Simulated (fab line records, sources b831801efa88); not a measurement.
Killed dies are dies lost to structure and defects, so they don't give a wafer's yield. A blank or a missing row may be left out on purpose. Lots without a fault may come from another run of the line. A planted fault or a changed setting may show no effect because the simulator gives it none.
fab line records | flow gf180mcu | part 2 of 2: steps 24 to 34 of 34
record lots=5 wafers=15 last_day=33
route steps=602 shown V5@561 TOP_METAL@567 PASSIVATION@587
lots that met no fault: from a run of the same line without faults
start_h: hours from the record's first day to the start of the lot's first wafer shown | wait_h: hours since the lot's step before | " the same as in the row above | L1.1+2: a row that stands for several wafers | - no value, or no start given | * or withheld: withheld | < > ~ a bound
route shown NAME@n: a module of which the file shows steps, and the number in the route of the first | usual: mean/standard deviation of fault-free wafers | same: alike in all rows | chamber/n: place in a boat | sites: the reading at each site | _std_site: their standard deviation | _edge_site: outer sites' mean less inner sites' | radius_mm: how far each site lies from the wafer's centre | mask NAME#n: copy n | behind: the tool/chamber that last shaped the wafer | hold: why the lot was held/for how many hours/how that ended | device: the transistor (n, p or np) that didn't switch | end of line: the same wafers' tests at the end of the route | a step without rows: its recipe alone | killed: dies lost to structure and defects at the first sort, not the wafer's yield | map: a wafer's dies, x killed, . not, _ none there
set.NAME: the setting as run; set.NAME@STEP: as run at that earlier step | model.NAME: the simulator's own value behind a step, which no gauge read
lots at some steps of the route; a table a step, a row a wafer
services: from which hour (start_h, from the record's first day; less than 0 if before it) a tool's chamber was out of use, for how many hours, and why
## steps
# step GF_TOP_METAL_STRIP_17
# recipe chemistry=O2/N2 power_w=1400 pressure_mtorr=1500 platen_temp_c=250 o2_flow_sccm=3000 n2_flow_sccm=300 overash_fraction=0.5
# usual drypump_motor_current_A=5.6/0.43 heater_power_w=339/61 oes_product_au=0.710/0.0045 platen_temp_c=250.03/0.17 strip_time_to_endpoint_s=13.45/0.085
# columns lot.wafer tool chamber start_h wait_h drypump_motor_current_A heater_power_w oes_product_au platen_temp_c rf_hours_counter_h strip_time_to_endpoint_s
L076.2 plasma_asher-01 1 662.12 0.1 5.6 307 0.705 250.14 111 13.34
L076.3 " 0 " " 5.7 339 0.714 250.08 - 13.45
L076.4 " 1 " " 5.6 303 0.709 249.96 - 13.33
L084.1 plasma_asher-02 0 723.63 0.1 6.2 276 0.711 249.61 62 13.57
L084.3 " 1 " " 5.2 390 0.711 250.03 - 13.50
L084.6 " 0 " " 6.2 283 0.724 250.08 - 13.54
L089.1 plasma_asher-02 1 752.58 0.1 5.2 391 0.706 250.23 65 13.31
L089.2 " 0 " " 6.2 277 0.710 250.05 65 13.44
L089.5 " 0 " " 6.2 282 0.717 249.61 - 13.25
L091.1 plasma_asher-03 0 764.58 0.1 5.6 280 0.713 249.86 36 13.51
L091.4 " 0 " " 5.6 281 0.714 249.91 - 13.51
L091.5 " 1 " " 4.9 456 0.709 249.59 - 13.58
L093.2 plasma_asher-02 0 777.58 0.1 6.2 287 0.714 250.07 68 13.50
L093.3 " 0 " " 6.2 283 0.712 250.09 - 13.35
L093.5 " 0 " " 6.2 280 0.713 250.04 - 13.40
# step GF_TOP_METAL_STRIP_18
# recipe chemistry=post_etch_residue_remover time_s=1200 temp_c=72.5
# usual bath_guard_temp_C=72.4/0.62
# columns lot.wafer tool chamber start_h wait_h bath_guard_temp_C
L076.2 wet_bench-04 3 662.22 0.1 72.5
L076.3 " 3 " " 72.5
L076.4 " 3 " " 72.5
L084.1 wet_bench-04 1 723.73 0.1 71.8
L084.3 " 1 " " 71.7
L084.6 " 1 " " 71.8
L089.1 wet_bench-01 2 752.68 0.1 71.6
L089.2 " 2 " " 71.4
L089.5 " 2 " " 71.1
L091.1 wet_bench-04 3 764.68 0.1 73.1
L091.4 " 3 " " 72.6
L091.5 " 3 " " 72.8
L093.2 wet_bench-02 0 777.68 0.1 73.4
L093.3 " 0 " " 73.4
L093.5 " 0 " " 73.3
# step GF_TOP_METAL_CLEAN_19
# recipe chemistry=DIW dry=n2_spin
# columns lot.wafer tool chamber start_h wait_h
L076.2+3+4 wet_bench-01 2 662.60 0.0
L084.1+3+6 wet_bench-01 2 724.07 0.0
L089.1+2+5 wet_bench-02 2 753.05 0.0
L091.1+4+5 wet_bench-01 0 765.05 0.0
L093.2+3+5 wet_bench-04 1 778.02 0.0
# step GF_PASSIVATION_CVD_00
# recipe material=SiO2 target_thk_nm=1000 precursor=TEOS temp_c=400 time_s=116.6 rf_w=600
# usual heater_power_w=625/120
# columns lot.wafer tool chamber start_h wait_h heater_power_w
L076.2 pecvd-02 1 662.69 0.0 675
L076.3 " 0 " " 501
L076.4 " 1 " " 547
L084.1 pecvd-02 2 724.16 0.0 798
L084.3 " 1 " " 549
L084.6 " 2 " " 841
L089.1 pecvd-02 1 753.14 0.0 641
L089.2 " 0 " " 471
L089.5 " 1 " " 656
L091.1 pecvd-02 0 765.15 0.0 514
L091.4 " 0 " " 389
L091.5 " 1 " " 606
L093.2 pecvd-04 0 778.12 0.0 614
L093.3 " 2 " " 772
L093.5 " 1 " " 512
# step GF_PASSIVATION_THK_MEAS_01
# recipe reads=SiO2_of_PASSIVATION_CVD_00
# usual PASSIVATION_CVD_00_THK=1037/15
# columns lot.wafer tool chamber start_h wait_h PASSIVATION_CVD_00_THK[nm]
L076.2 film_metro-01 - 662.78 0.0 1020
L076.3 " - " " 1036
L076.4 " - " " 1048
L084.1 film_metro-03 - 724.24 0.0 1037
L084.3 " - " " 1033
L084.6 " - " " 1057
L089.1 film_metro-03 - 753.22 0.0 1030
L089.2 " - " " 1045
L089.5 " - " " 1056
L091.1 film_metro-04 - 765.22 0.0 1026
L091.4 " - " " 1043
L091.5 " - " " 1056
L093.2 film_metro-01 - 778.21 0.0 1020
L093.3 " - " " 1036
L093.5 " - " " 1055
# step GF_PASSIVATION_CVD_02
# recipe material=Si3N4 target_thk_nm=700 time_s=486.18 temp_c=400 rf_w=450
# usual heater_power_w=690/96 rf_fwd_power_W=449.2/1.4
# columns lot.wafer tool chamber start_h wait_h heater_power_w rf_fwd_power_W
L076.2 pecvd-04 2 662.83 0.0 793 449.3
L076.3 " 0 " " 666 449.1
L076.4 " 2 " " 825 448.0
L084.1 pecvd-04 0 724.30 0.1 677 449.8
L084.3 " 2 " " 850 450.7
L084.6 " 0 " " 552 449.8
L089.1 pecvd-04 1 753.28 0.1 680 447.4
L089.2 " 0 " " 644 451.7
L089.5 " 0 " " 669 448.8
L091.1 pecvd-04 0 765.28 0.1 623 447.7
L091.4 " 1 " " 719 448.4
L091.5 " 0 " " 664 447.6
L093.2 pecvd-03 1 778.26 0.0 623 447.3
L093.3 " 0 " " 687 447.4
L093.5 " 2 " " 727 450.9
# step GF_PASSIVATION_THK_MEAS_03
# recipe reads=Si3N4_of_PASSIVATION_CVD_02
# usual PASSIVATION_CVD_02_THK=698/11
# columns lot.wafer tool chamber start_h wait_h PASSIVATION_CVD_02_THK[nm]
L076.2 film_metro-03 - 663.12 0.2 704
L076.3 " - " " 705
L076.4 " - " " 708
L084.1 film_metro-03 - 724.59 0.1 692
L084.3 " - " " 686
L084.6 " - " " 697
L089.1 film_metro-01 - 753.57 0.1 671
L089.2 " - " " 686
L089.5 " - " " 699
L091.1 film_metro-01 - 765.57 0.1 690
L091.4 " - " " 696
L091.5 " - " " 699
L093.2 film_metro-03 - 778.56 0.2 697
L093.3 " - " " 711
L093.5 " - " " 715
# step GF_PASSIVATION_DEHYDRATE_04
# recipe temp_c=200 time_s=60
# usual exhaust_pa=45.4/0.91
# columns lot.wafer tool chamber start_h wait_h exhaust_pa
L076.2 litho_track-03 0 672.43 9.3 45.1
L076.3 " 0 " " 46.0
L076.4 " 0 " " 45.5
L084.1 litho_track-01 0 732.80 8.2 46.5
L084.3 " 0 " " 45.5
L084.6 " 0 " " 45.7
L089.1 litho_track-03 0 761.01 7.4 44.4
L089.2 " 0 " " 45.0
L089.5 " 0 " " 44.3
L091.1 litho_track-04 0 772.69 7.1 45.9
L091.4 " 0 " " 46.2
L091.5 " 0 " " 46.2
L093.2 litho_track-03 0 785.98 7.4 45.7
L093.3 " 0 " " 45.9
L093.5 " 0 " " 45.0
# step GF_PASSIVATION_HMDS_05
# recipe prime_time_s=60 prime_temp_c=120
# usual exhaust_pa=44.9/0.86
# columns lot.wafer tool chamber start_h wait_h exhaust_pa
L076.2 litho_track-03 0 672.58 0.1 44.6
L076.3 " 0 " " 44.0
L076.4 " 0 " " 45.7
L084.1 litho_track-01 0 732.95 0.1 44.4
L084.3 " 0 " " 45.5
L084.6 " 0 " " 44.7
L089.1 litho_track-03 0 761.16 0.1 44.8
L089.2 " 0 " " 45.2
L089.5 " 0 " " 44.9
L091.1 litho_track-04 0 772.84 0.1 44.9
L091.4 " 0 " " 44.6
L091.5 " 0 " " 44.6
L093.2 litho_track-03 0 786.13 0.1 44.1
L093.3 " 0 " " 43.0
L093.5 " 0 " " 44.8
# step GF_PASSIVATION_COAT_06
# recipe spin_rpm=2000 resist_thk_nm=4000
# usual exhaust_pa=45.1/0.85
# columns lot.wafer tool chamber start_h wait_h exhaust_pa
L076.2 litho_track-03 0 672.73 0.1 45.0
L076.3 " 0 " " 45.8
L076.4 " 0 " " 44.1
L084.1 litho_track-01 0 733.10 0.1 45.2
L084.3 " 0 " " 45.6
L084.6 " 0 " " 44.3
L089.1 litho_track-03 0 761.31 0.1 44.8
L089.2 " 0 " " 45.8
L089.5 " 0 " " 45.6
L091.1 litho_track-04 0 772.99 0.1 45.1
L091.4 " 0 " " 45.0
L091.5 " 0 " " 44.6
L093.2 litho_track-03 0 786.28 0.1 45.5
L093.3 " 0 " " 44.9
L093.5 " 0 " " 45.3
# step GF_PASSIVATION_SOFTBAKE_07
# recipe temp_c=110 time_s=withheld
# usual exhaust_pa=45.3/0.78
# columns lot.wafer tool chamber start_h wait_h exhaust_pa
L076.2 litho_track-03 0 672.89 0.1 45.6
L076.3 " 0 " " 45.4
L076.4 " 0 " " 44.4
L084.1 litho_track-01 0 733.25 0.1 44.7
L084.3 " 0 " " 45.4
L084.6 " 0 " " 45.3
L089.1 litho_track-03 0 761.46 0.1 46.0
L089.2 " 0 " " 46.5
L089.5 " 0 " " 45.8
L091.1 litho_track-04 0 773.14 0.1 45.7
L091.4 " 0 " " 46.9
L091.5 " 0 " " 45.4
L093.2 litho_track-03 0 786.44 0.1 46.2
L093.3 " 0 " " 45.6
L093.5 " 0 " " 45.6
## services
# columns tool chamber start_h hours kind
cmp-02 - 619.69 4.6 pm
wet_bench-02 - 622.29 3.8 repair
iline_stepper-01 - 623.41 1.7 pm
iline_stepper-02 - 627.11 3.0 repair
plasma_asher-02 - 627.27 12.7 repair
iline_stepper-02 - 648.00 1.7 pm
iline_stepper-02 - 655.11 27.8 repair
pecvd-02 - 657.05 1.5 repair
iline_stepper-02 - 659.97 8.4 repair
pvd_sputter-02 - 664.30 22.7 repair
cvd_w-01 1 671.35 11.3 repair
iline_stepper-02 - 684.79 4.4 pm
pecvd-02 1 686.16 7.0 repair
pecvd-04 - 691.36 2.8 repair
cvd_w-02 1 697.20 8.4 repair
iline_stepper-02 - 717.89 0.6 repair
plasma_asher-02 - 720.32 0.4 repair
rie_metal-04 - 722.04 2.8 pm
pecvd-02 - 724.50 5.5 pm
pvd_sputter-04 - 725.21 2.5 repair
rie_metal-02 - 734.11 1.4 pm
pecvd-02 - 738.27 11.8 repair
pvd_sputter-01 - 780.90 2.2 repair
cvd_w-02 - 781.82 1.3 repair
